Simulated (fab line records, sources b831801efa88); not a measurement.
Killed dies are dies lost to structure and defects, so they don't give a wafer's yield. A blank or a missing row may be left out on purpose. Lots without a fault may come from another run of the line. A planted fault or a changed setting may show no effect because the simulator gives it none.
Chamber matching | flow sky130 | SKY_VIA2_CMP_02 on cmp-01: 4 sister chambers
The step polishes SiO2. 8 wafers are shown with their chamber, then 12 later ones without.

WAFERS WITH THEIR CHAMBER
wafer  | chamber | motor_current_A (A)
L082.6 | 3       | 11.3
L087.2 | 1       | 12.3
L087.4 | 3       | 10.9
L089.3 | 0       | 10.6
L089.6 | 0       | 10.7
L090.1 | 2       | 10.4
L090.3 | 1       | 11.9
L090.6 | 2       | 10.7

WAFERS WITHOUT THEIR CHAMBER
wafer  | motor_current_A (A)
L093.2 | 12.3
L093.3 | 10.4
L093.6 | 11.8
L095.2 | 10.8
L095.4 | 10.8
L095.5 | 10.5
L096.3 | 12.0
L096.4 | 11.4
L096.5 | 11.9
L097.1 | 11.5
L097.3 | 9.7
L097.5 | 10.3

WHICH CHAMBER EACH WENT THROUGH
wafer  | from the rows above          | in truth
L093.2 | 1                            | 1
L093.3 | can't be placed: 2 or 0      | 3
L093.6 | can't be placed: 1 or 3      | 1
L095.2 | can't be placed: 0 or 2 or 3 | 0
L095.4 | can't be placed: 0 or 2 or 3 | 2
L095.5 | can't be placed: 2 or 0      | 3
L096.3 | 1                            | 1
L096.4 | can't be placed: 3 or 1 or 0 | 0
L096.5 | 1                            | 1
L097.1 | can't be placed: 3 or 1 or 0 | 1
L097.3 | can't be placed: 2 or 0      | 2
L097.5 | can't be placed: 2 or 0      | 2
Placed correctly: 3 of 12. Can't be placed from these rows: 9 (the true chamber is among the candidates in 7). Placed wrongly: 0.
How it was worked out, from the rows above alone: a wafer's distance from a chamber is the root of the sum, over the readings, of the square of ((its reading less the chamber's mean) divided by the reading's scatter). The wafer belongs to the nearest chamber; if the next one is less than 2 further off, it can't be placed. A chamber's mean is the mean of its shown wafers. The scatter: the root of (the sum of the squares of (reading less its chamber's mean) over the shown wafers, divided by (wafers less chambers)).
